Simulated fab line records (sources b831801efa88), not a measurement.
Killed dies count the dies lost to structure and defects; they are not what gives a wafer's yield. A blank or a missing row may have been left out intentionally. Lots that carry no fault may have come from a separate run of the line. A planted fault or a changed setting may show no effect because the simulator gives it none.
A lot that was struck, set against a sound lot :: flow gf180mcu :: 14 steps out of a route of 602
Sound: wafers L465.1, L465.5, L465.6. Wafers struck: L458.1, L458.4, L458.6. The cause comes at the end.
At each step with rows: each side's tool, then ch and its chambers, then its first start. Under that, the readings that differ: sound wafers :: struck wafers :: difference of the means :: sigmas: that difference in standard deviations of wafers without a fault.
alike: readings with means less than 2 such deviations apart, plus words and numbers identical on both sides. not compared: withheld readings, readings lacking a value on some wafer, bounds such as >300 that could conceal the same value, and numbers that have no deviation in the record and whose values overlap.
The two part at a step that has a row with sigmas, a row that says differs or no value, or rows on one side only. When numbers do not overlap yet have no deviation, they are printed without sigmas and do not part them. Lack of a reading on every wafer of one side parts them only where that side has two or more wafers.

GF_M4_SPUTTER_00: material Ti, target thk 37.5 nm, time 150 s.
  sound: pvd sputter-02 at day 28 06:09; struck: pvd sputter-03 at day 26 05:13
  alike: throttle valve pct
GF_M4_SPUTTER_01: material TiN, target thk 30 nm, time 25 s.
  sound: pvd sputter-02 at day 28 06:15; struck: pvd sputter-03 at day 26 05:19
  alike: throttle valve pct
GF_M4_SPUTTER_02: material AlCu, target thk 450 nm, time 23.9 s.
  sound: pvd sputter-02 at day 28 06:17; struck: pvd sputter-03 at day 26 05:22
  alike: throttle valve pct
GF_M4_SPUTTER_03: material Ti, target thk 10 nm, time 6.7 s.
  sound: pvd sputter-02 at day 28 06:19; struck: pvd sputter-03 at day 26 05:23
  alike: throttle valve pct
GF_M4_SPUTTER_04: material TiN, target thk 50 nm, time 41.7 s.
  sound: pvd sputter-02 at day 28 06:20; struck: pvd sputter-03 at day 26 05:25
  alike: throttle valve pct
GF_M4_RS_MEAS_05: the measuring method here is four-point-probe.
  sound: film metro-04 at day 28 06:22; struck: film metro-03 at day 26 05:27
  alike: M4_ALCU_RS
GF_M4_THK_MEAS_06: measures by xrf.
  sound: film metro-04 at day 28 06:29; struck: film metro-03 at day 26 05:34
  alike: M4_ALCU_THK
then, 5 steps without rows for these wafers: GF_M4_DEHYDRATE_07 (time 60 s); GF_M4_HMDS_08 (prime time 60 s); GF_M4_COAT_09 (resist thk 1000 nm); GF_M4_SOFTBAKE_10 (time 60 s); GF_M4_EXPOSE_11 (exposes mask Metal4, target cd 280 nm).
GF_M4_PEB_12: peb time 90 s.
  sound on litho track-01 ch 0, day 29 00:50; struck on litho track-02, day 27 02:44
  no value came back on the struck wafers for chill plate temp C (C), exhaust pa (Pa), plate temp C (C), resist line temp C (C); on the sound wafers chill plate temp C (C) reads 22.92 22.92 22.74
then, 1 step without rows for these wafers: GF_M4_DEVELOP_13 (develop time 60 s).

## WHERE THEY PART
Within this record, at GF_M4_PEB_12 only.

WHY: what the simulator had put in
At GF_M4_PEB_12, the step was skipped entirely on litho track-02 from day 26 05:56 on. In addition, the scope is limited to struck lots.
